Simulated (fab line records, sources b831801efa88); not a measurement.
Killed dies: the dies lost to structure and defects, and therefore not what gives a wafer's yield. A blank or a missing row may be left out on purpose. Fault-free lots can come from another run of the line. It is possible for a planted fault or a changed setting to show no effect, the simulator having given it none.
The tool behind it: which one? ; flow sky130 ; 6 lots, 18 wafers sampled, at 4 steps of a route of 708

WHAT THE GAUGES READ, wafer by wafer
SKY_LDD_LDN_TW_MEAS_13.
lot;measured;on;LDD_LDN_TW
L350;day 23 03:27;filmMetro-03;1584 1592 1585
L358;day 26 07:28;filmMetro-02;1588 1594 1595
L364;day 28 04:02;filmMetro-02;1489 1491 1486
L367;day 30 00:22;filmMetro-02;1474 1490 1483
L369;day 30 06:52;filmMetro-04;1492 1489 1492
L372;day 30 22:02;filmMetro-04;1486 1486 1483

WHICH TOOL RAN EACH LOT (tool, then ch and the chambers of the sampled wafers, then the start)
lot;SKY_LDD_HVN_STRIP_09;SKY_LDD_LDN_IMPLANT_09;SKY_LDD_LDN_STRIP_12
L350;plasmaAsher-02 ch 0,1, day 20 11:47;implanter-03 ch 0, day 23 02:17;plasmaAsher-04 ch 0,1, day 23 03:20
L358;plasmaAsher-02 ch 1, day 23 20:02;implanter-03 ch 0, day 26 06:37;plasmaAsher-04 ch 0,1, day 26 07:21
L364;plasmaAsher-04 ch 0,1, day 25 18:23;implanter-04 ch 0, day 28 03:29;plasmaAsher-01 ch 0,1, day 28 03:56
L367;plasmaAsher-02 ch 0,1, day 27 15:19;implanter-04 ch 0, day 29 23:50;plasmaAsher-01 ch 0,1, day 30 00:16
L369;plasmaAsher-04 ch 0,1, day 27 21:25;implanter-04 ch 0, day 30 06:20;plasmaAsher-01 ch 0,1, day 30 06:47
L372;plasmaAsher-02 ch 0,1, day 28 11:56;implanter-01 ch 0, day 30 21:31;plasmaAsher-03 ch 0,1, day 30 21:56
- SKY_LDD_HVN_STRIP_09: strips in O2/N2.
- SKY_LDD_LDN_IMPLANT_09
- SKY_LDD_LDN_STRIP_12: strips in O2/N2.

THE ANSWER, worked out from the rows above alone
Rule: the usual values come from the lots themselves. The widest of any qualifying gaps counts: lots, ordered by their means at a reading, are off when they make up no more than a third of the lots, leave a main group of 4 or more, and stand apart from it by 3 or more times the standard deviation of that group's means. If all means in a main group match to the digits the tables above print for the reading, that group is not used. A lot without any number at a reading at which 4 lots or more have one is off too. Where the step has rows for the other lots, those lots are counted as sound.
Off: L350, L358, seen at SKY_LDD_LDN_TW_MEAS_13 (LDD_LDN_TW). For the main group the mean is 1487 and the standard deviation 3.3.
If a tool, at a process step before that reading, ran all the lots that are off and no sound lot after the first of them, it fits. Those tools and the gauges at SKY_LDD_LDN_TW_MEAS_13 are tried in the same way. Can't be told from this: 2 tools fit, implanter-03 at SKY_LDD_LDN_IMPLANT_09, plasmaAsher-04 at SKY_LDD_LDN_STRIP_12.

WHAT WAS PUT IN BY THE SIMULATOR
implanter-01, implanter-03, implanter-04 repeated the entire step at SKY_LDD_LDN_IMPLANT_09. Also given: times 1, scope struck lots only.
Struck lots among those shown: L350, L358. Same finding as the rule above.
